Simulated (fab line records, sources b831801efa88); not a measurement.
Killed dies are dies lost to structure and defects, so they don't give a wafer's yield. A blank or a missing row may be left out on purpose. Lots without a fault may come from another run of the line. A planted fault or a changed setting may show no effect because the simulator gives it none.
Which tool did it? | flow gf180mcu | 14 lots, 42 wafers sampled, at 3 steps of a route of 602

WHAT THE GAUGES READ, wafer by wafer
GF_MVPSD_OVL_MEAS_07.
lot  | measured     | on         | MVPSD_OVL (nm)
L238 | day 5 03:12  | overlay-01 | 0.4 -0.3 -1.0
L240 | day 5 13:16  | overlay-01 | 0.3 -1.0 -2.5
L241 | day 5 20:59  | overlay-01 | -0.9 0.7 -2.1
L243 | day 6 06:53  | overlay-02 | 1.0 0.3 0.3
L246 | day 6 23:40  | overlay-01 | -0.1 -2.1 0.2
L250 | day 8 00:42  | overlay-02 | 1.9 4.0 2.3
L251 | day 8 04:35  | overlay-02 | 1.9 1.2 0.9
L254 | day 8 20:59  | overlay-02 | 0.3 -1.5 -2.1
L255 | day 9 04:26  | overlay-01 | -2.6 -0.9 -3.1
L256 | day 9 10:59  | overlay-01 | -0.9 1.4 0.0
L257 | day 9 17:31  | overlay-01 | -2.0 -0.9 0.5
L258 | day 9 23:11  | overlay-02 | -0.2 -1.1 -2.3
L259 | day 10 04:37 | overlay-02 | -3.2 -1.2 -1.8
L260 | day 10 11:34 | overlay-01 | 1.3 1.9 0.4

GF_POLY_GATE_CD_MEAS_18.
lot  | measured     | on        | cd_nm (nm)
L238 | day 9 12:02  | cd_sem-02 | 283.5 280.7 282.8
L240 | day 9 22:12  | cd_sem-02 | 280.3 279.1 280.7
L241 | day 10 07:33 | cd_sem-02 | 278.1 279.5 279.5
L243 | day 10 15:24 | cd_sem-01 | 278.5 278.8 278.4
L246 | day 11 15:53 | cd_sem-01 | 280.7 279.5 278.0
L250 | day 12 19:28 | cd_sem-01 | - - -
L251 | day 13 02:59 | cd_sem-01 | - - -
L254 | day 13 21:28 | cd_sem-02 | 281.4 281.8 280.0
L255 | day 14 03:38 | cd_sem-01 | 278.7 282.5 280.6
L256 | day 14 13:21 | cd_sem-01 | 278.5 281.1 279.3
L257 | day 14 21:56 | cd_sem-01 | 282.8 280.8 283.0
L258 | day 15 03:47 | cd_sem-02 | 279.9 278.4 279.6
L259 | day 15 10:05 | cd_sem-02 | 282.3 281.8 279.9
L260 | day 15 18:50 | cd_sem-01 | 280.3 281.4 278.4

WHICH TOOL RAN EACH LOT (tool, then ch and the chambers of the sampled wafers, then the start)
lot  | GF_POLY_GATE_EXPOSE_07
L238 | krf_scanner-01 ch 0, day 9 01:17
L240 | krf_scanner-01 ch 0, day 9 12:19
L241 | krf_scanner-02 ch 0, day 9 21:05
L243 | krf_scanner-02 ch 0, day 10 05:13
L246 | krf_scanner-02 ch 0, day 11 04:46
L250 | krf_scanner-02, day 12 08:32
L251 | krf_scanner-02, day 12 15:37
L254 | krf_scanner-02 ch 0, day 13 09:17
L255 | krf_scanner-02 ch 0, day 13 15:04
L256 | krf_scanner-02 ch 0, day 14 01:34
L257 | krf_scanner-02 ch 0, day 14 09:56
L258 | krf_scanner-02 ch 0, day 14 15:14
L259 | krf_scanner-02 ch 0, day 14 21:46
L260 | krf_scanner-02 ch 0, day 15 06:18
- GF_POLY_GATE_EXPOSE_07: exposes mask Poly2, target cd 280 nm.

WHAT THE TOOLS THEMSELVES READ (means of the sampled wafers that have a number; where no wafer has one, the mark that the record gives instead)
GF_POLY_GATE_EXPOSE_07.
lot  | tool           | exposure_dose_mJ_cm2 | focus_offset_nm (nm)
L238 | krf_scanner-01 | 27.968               | -0.2
L240 | krf_scanner-01 | 27.967               | 0.4
L241 | krf_scanner-02 | 27.989               | 0.6
L243 | krf_scanner-02 | 27.958               | 0.1
L246 | krf_scanner-02 | 28.014               | -0.4
L250 | krf_scanner-02 | -                    | -
L251 | krf_scanner-02 | -                    | -
L254 | krf_scanner-02 | 27.993               | 0.3
L255 | krf_scanner-02 | 27.946               | 0.1
L256 | krf_scanner-02 | 27.981               | 0.2
L257 | krf_scanner-02 | 27.947               | -0.1
L258 | krf_scanner-02 | 27.973               | -0.7
L259 | krf_scanner-02 | 28.000               | 0.4
L260 | krf_scanner-02 | 27.981               | -0.7

THE ANSWER, worked out from the rows above alone
Rule: what is usual is taken from the lots themselves. Put in order of their means at a reading, lots are off if they are a third of the lots or fewer, leave a main group of 4 or more, and stand apart from it by a gap of 3 or more times the standard deviation of the main group's means; of several such gaps the widest counts. A main group whose means are all the same, to the digits that the tables above print for the reading, isn't used. A lot without any number at a reading at which 4 lots or more have one is off too. The other lots that the step has rows for count as sound. The gauges are gone through in route order, then the tools' own readings, and for those a lot's mean is taken as printed above. The first step at which some lot is off is used, and at that step the reading that is off furthest; a lot without a number counts as furthest.
Off: L250, L251, at GF_POLY_GATE_CD_MEAS_18 (cd_nm). Without a number there: L250, L251. The main group: mean 280.3 nm, standard deviation 1.2.
A tool fits if, at a process step before that reading, it ran every lot that is off, and no sound lot after the first of them. The gauges at GF_POLY_GATE_CD_MEAS_18 aren't tried: what is off there is off at GF_POLY_GATE_EXPOSE_07 too, on other tools, and a gauge's error can't cause that. None of those tried fits.

WHAT THE SIMULATOR HAD PUT IN
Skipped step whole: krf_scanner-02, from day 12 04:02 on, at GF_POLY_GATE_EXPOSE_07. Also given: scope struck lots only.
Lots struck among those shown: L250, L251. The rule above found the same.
